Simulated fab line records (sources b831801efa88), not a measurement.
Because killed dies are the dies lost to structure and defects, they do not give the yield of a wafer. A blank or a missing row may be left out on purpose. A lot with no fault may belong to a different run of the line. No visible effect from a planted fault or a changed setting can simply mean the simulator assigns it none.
Comparing a struck lot with a sound one -- flow sky130 -- 15 steps out of a route of 708
Sound: wafers L385.2, L385.4, L385.6. Wafers L403.2, L403.3, L403.6 were the ones struck. The cause is named last.
At each step with rows: each side's tool, then ch and its chambers, then its first start. Under that, the readings that differ: sound wafers -- struck wafers -- difference of the means -- sigmas: that difference in standard deviations of wafers without a fault.
alike: a reading whose means differ by less than 2 such deviations, as well as words and numbers matching on both sides. not compared: withheld readings; readings where some wafer has no value; bounds like >300 that might hide an equal value; numbers whose values overlap and for which the record gives no deviation.
A row with sigmas, a row that says differs or no value, or rows on one side alone: a step with any of these is where the two part. Non-overlapping numbers with no deviation appear without sigmas and do not part them. A reading missing from all wafers of one side parts the sides only when that side holds two or more wafers.

first, 1 step without rows for these wafers: SKY_POLY_GATE_OXIDATION_20 (stabilise 600 s, purge 300 s, target thk 4 nm).
SKY_POLY_GATE_THK_MEAS_21:
  struck on filmMetro-04, day 23 17:43; sound on filmMetro-01, day 17 09:39
  alike: POLY_GATE_OXIDATION_THK
SKY_POLY_GATE_CD_MEAS_22:
  struck on cdSem-01, day 23 17:47; sound on cdSem-01, day 17 09:44
  alike: cdNm
then, 7 steps without rows for these wafers: SKY_LDD_N_DEHYDRATE_00 (time 60 s); SKY_LDD_N_HMDS_01 (prime time 60 s); SKY_LDD_N_COAT_02 (resist thk 300 nm); SKY_LDD_N_SOFTBAKE_03 (time 60 s); SKY_LDD_N_EXPOSE_04 (exposes mask NTM, target cd 840 nm); SKY_LDD_N_PEB_05; SKY_LDD_N_DEVELOP_06 (develop time 60 s).
SKY_LDD_N_OVL_MEAS_07:
  struck on overlay-01, day 24 23:23; sound on overlay-02, day 18 14:20
  alike: LDD_N_OVL
following that, these wafers have no rows for 1 step: SKY_LDD_N_IMPLANT_08.
SKY_LDD_N_IMPLANT_09:
  sound on implanter-01 ch 0, day 18 14:33; struck on implanter-04 ch 0, day 24 23:36
reading,sound,struck,difference,sigmas
beamOnS (s),10.15 9.72 10.03,10.87 11.06 10.44,+0.82,+4
doseIonsCm2,7.499e+13 7.484e+13 7.493e+13,9.144e+13 9.144e+13 9.164e+13,+1.659e+13,+99 or more
faradayCurrentUA,417 436 422,473 471 493,+54,+6
  alike: beamEnergyKeV, endStationPressureTorr
following that, these wafers have no rows for 1 step: SKY_LDD_N_IMPLANT_10.
SKY_PAD_OPEN_PROBE_99:
  the record has rows for the sound wafers here (prober-01, day 46 10:52) and none for the struck ones

## WHERE THEY PART
First at SKY_LDD_N_IMPLANT_09; last, within this record, at SKY_PAD_OPEN_PROBE_99.

WHY: the cause the simulator had injected
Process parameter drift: implanter-04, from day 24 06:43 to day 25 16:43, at SKY_LDD_N_IMPLANT_09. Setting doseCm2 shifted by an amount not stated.
